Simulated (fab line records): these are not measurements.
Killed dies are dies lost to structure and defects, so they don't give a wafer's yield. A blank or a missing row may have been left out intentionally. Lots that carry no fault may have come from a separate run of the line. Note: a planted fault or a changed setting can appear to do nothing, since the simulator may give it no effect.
Matching of chambers    flow sky130    pecvd-01 running SKY_CAP2M_CVD_00: 3 sister chambers
The step deposits SiO2, target thk 15.5 nm. 3 wafers are shown with their chamber, then 8 later ones without.

== WAFERS, EACH WITH ITS CHAMBER ==
wafer   chamber  rf-fwd-power-W (W)
L081.1  1        442.0
L084.3  0        440.4
L087.1  2        440.9

== WAFERS WITH NO CHAMBER GIVEN ==
wafer   rf-fwd-power-W (W)
L087.3  441.7
L087.6  439.9
L089.1  439.6
L089.4  439.3
L089.5  442.6
L088.1  437.4
L088.4  440.4
L088.5  442.7

== WHICH CHAMBER EACH WENT THROUGH ==
wafer   from the rows above           in truth
L087.3  can't be placed: 1 or 2 or 0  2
L087.6  can't be placed: 0 or 2 or 1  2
L089.1  can't be placed: 0 or 2 or 1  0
L089.4  can't be placed: 0 or 2 or 1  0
L089.5  can't be placed: 1 or 2 or 0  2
L088.1  can't be placed: 0 or 2 or 1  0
L088.4  can't be placed: 0 or 2 or 1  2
L088.5  can't be placed: 1 or 2 or 0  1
Correctly placed: 0 of 8. These rows do not allow placing 8 (true chamber among the candidates in 8). Placed wrongly: 0.
How it was worked out, from the rows above alone: a wafer's distance from a chamber is the root of the sum, over the readings, of the square of ((its reading less the chamber's mean) divided by the reading's scatter). If the next closest chamber is less than 2 further off than the closest, the wafer can't be placed; otherwise it belongs to the closest. For every chamber, the mean is computed from those of its wafers that are shown. The scatter (one wafer shown for each chamber): square how far every hidden wafer sits from the nearest shown wafer, average those squares and take the square root.
